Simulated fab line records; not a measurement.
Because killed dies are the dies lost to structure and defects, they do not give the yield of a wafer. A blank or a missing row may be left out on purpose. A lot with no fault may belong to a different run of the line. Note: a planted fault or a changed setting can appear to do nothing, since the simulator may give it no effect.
Lot-split experiment | flow sfq line | 5 lots, 23 wafers read, on a route of 325 steps

## THE SPLIT ITSELF
At SFQ_TRILAYER_C5_LITHO_COAT_156 (resist thk 62 nm), the setting spin rpm was moved away from the recipe's 3000 rpm on 4 of the 23 wafers read, by -7.2% to +3.0%. All remaining wafers had this setting at the recipe value.

The split's own step is where the reading is taken.

## THE READING
BARC_of_TRILAYER_C5_LITHO_COAT_156.thk nm (the simulator's own value, which no gauge read), in nm, at SFQ_TRILAYER_C5_LITHO_COAT_156 (resist thk 62 nm). The file gives no usual value for it. Across the 19 wafers here that went through the recipe, the average is 61.94 nm and the standard deviation 0.25 nm.

wafer  | tool, chamber at the split | spin rpm as run, rpm | against the recipe | BARC_of_TRILAYER_C5_LITHO_COAT_156.thk nm, nm | against lot-mates on the recipe
L074.2 | litho track-01, 0          | 3000                 | recipe             | 62.06                                         | -
L074.3 | litho track-01, 0          | 3000                 | recipe             | 61.98                                         | -
L074.4 | litho track-01, 0          | 3091                 | +3.0%              | 61.09                                         | -0.96
L074.5 | litho track-01, 0          | 3091                 | +3.0%              | 61.02                                         | -1.03
L074.6 | litho track-01, 0          | 3000                 | recipe             | 62.11                                         | -
L076.2 | litho track-01, 0          | 3000                 | recipe             | 61.58                                         | -
L076.3 | litho track-01, 0          | 3000                 | recipe             | 61.62                                         | -
L076.4 | litho track-01, 0          | 3000                 | recipe             | 61.57                                         | -
L076.5 | litho track-01, 0          | 3000                 | recipe             | 61.85                                         | -
L076.6 | litho track-01, 0          | 3000                 | recipe             | 61.71                                         | -
L080.2 | litho track-01, 0          | 3000                 | recipe             | 61.81                                         | -
L080.3 | litho track-01, 0          | 3000                 | recipe             | 61.64                                         | -
L080.6 | litho track-01, 0          | 3000                 | recipe             | 61.69                                         | -
L083.1 | litho track-03, 0          | 3000                 | recipe             | 62.28                                         | -
L083.4 | litho track-03, 0          | 3000                 | recipe             | 62.28                                         | -
L083.2 | litho track-03, 0          | 3000                 | recipe             | 62.23                                         | -
L083.5 | litho track-03, 0          | 3000                 | recipe             | 62.3                                          | -
L083.6 | litho track-03, 0          | 3000                 | recipe             | 62.27                                         | -
L084.1 | litho track-01, 0          | 3000                 | recipe             | 61.92                                         | -
L084.3 | litho track-01, 0          | 3000                 | recipe             | 61.94                                         | -
L084.4 | litho track-01, 0          | 2784                 | -7.2%              | 64.21                                         | +2.27
L084.5 | litho track-01, 0          | 2784                 | -7.2%              | 64.25                                         | +2.31
L084.6 | litho track-01, 0          | 3000                 | recipe             | 61.97                                         | -

THE FIT
A straight line over all 23 wafers: BARC_of_TRILAYER_C5_LITHO_COAT_156.thk nm changes by -0.314 nm for each +1% of spin rpm; r = -0.95; the points scatter about the line by 0.24 nm.
The same after taking each lot's own level away (the mean of its wafers on the recipe; 23 wafers): -0.319 nm for each +1%; r = -1.00; scatter 0.064 nm.
According to that fit, moving spin rpm by its largest amount changes the reading by 2.3 nm.
The lots' own levels span 61.666 to 62.272 nm, that is 2.4 times the standard deviation above.
So the lot-to-lot level changes the slope little: the two slopes agree.
Check: for one of the wafers moved furthest among these (-7.2%), held out of the fit, the line's prediction against its lot-mates is +2.32 nm. Against them it came out at +2.27 nm.

## ADDITIONAL SPLITS CARRIED BY THESE WAFERS
These wafers also went through other splits before the reading. Each is held against what the fit with the lots' levels taken away leaves over:
other split on the same wafers           | wafers away from the commonest value | r with BARC_of_TRILAYER_C5_LITHO_COAT_156.thk nm (lot level and that fit taken away)
SFQ_TRILAYER_R5_LITHO_COAT_141 spin rpm  | 8                                    | +0.11
SFQ_TRILAYER_R5_LITHO_PEB_139 peb temp c | 6                                    | +0.45
SFQ_TRILAYER_A5C_DEP_PECVD_142 time s    | 11                                   | +0.09

## FILE'S OWN FIT
BARC_of_TRILAYER_C5_LITHO_COAT_156.thk nm changes by -0.319 nm for each +1% of spin rpm, r = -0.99.
